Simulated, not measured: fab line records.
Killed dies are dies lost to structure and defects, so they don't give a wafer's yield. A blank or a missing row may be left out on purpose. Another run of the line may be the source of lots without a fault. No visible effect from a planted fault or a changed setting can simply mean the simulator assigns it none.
Matching of chambers	flow gf180mcu	cmp-02 running GF_CONTACT_CMP_27: 4 sister chambers
The step polishes, stops on SiO2, t overpolish 15 s, target thk 0 nm. 16 wafers are shown with their chamber, then 8 later ones without.

== WAFERS, EACH WITH ITS CHAMBER ==
wafer	chamber	motor_current_A (A)	time_to_endpoint_s (s)
L779.1	2	13.4	74
L779.3	1	12.5	73
L779.6	3	9.5	66
L780.2	2	13.4	76
L780.4	0	11.5	75
L780.5	1	13.3	70
L782.2	3	9.8	67
L782.4	0	11.0	72
L782.5	1	12.7	72
L783.1	1	12.1	70
L783.3	2	13.6	78
L783.5	2	13.3	76
L784.3	2	13.4	78
L784.5	0	11.2	73
L784.6	3	10.1	71
L795.1	2	13.3	74

SIGNATURES (averages over the wafers above)
reading	chamber 0	chamber 1	chamber 2	chamber 3	scatter within a chamber
motor_current_A	11.233	12.650	13.400	9.800	0.305
time_to_endpoint_s	73.33	71.25	76.00	68.00	1.86
Rule: for each reading, subtract the chamber's mean from the wafer's reading, divide by that reading's scatter and square the result; add these up over the readings and take the root, which gives the wafer's distance from the chamber. If the next closest chamber is less than 2 further off than the closest, the wafer can't be placed; otherwise it belongs to the closest. The scatter is the square root of a quotient: the sum, over the shown wafers, of each reading's squared deviation from its chamber's mean, divided by wafers minus chambers.

== WAFERS WITH NO CHAMBER GIVEN ==
wafer	motor_current_A (A)	time_to_endpoint_s (s)
L796.3	10.0	71
L796.6	9.4	68
L798.1	12.3	76
L798.3	10.7	74
L798.4	9.8	73
L801.3	13.1	80
L801.4	12.4	73
L801.6	13.9	75

== THE CHAMBER EACH PASSED THROUGH ==
wafer	from the rows above	in truth
L796.3	3	3
L796.6	3	3
L798.1	can't be placed: 1 or 2 or 0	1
L798.3	0	0
L798.4	3	3
L801.3	2	2
L801.4	1	1
L801.6	2	2
Correct placement for 7 of the 8. From these rows, 1 cannot be placed; in 1 the true chamber is one of the candidates. Wrongly placed: 0.
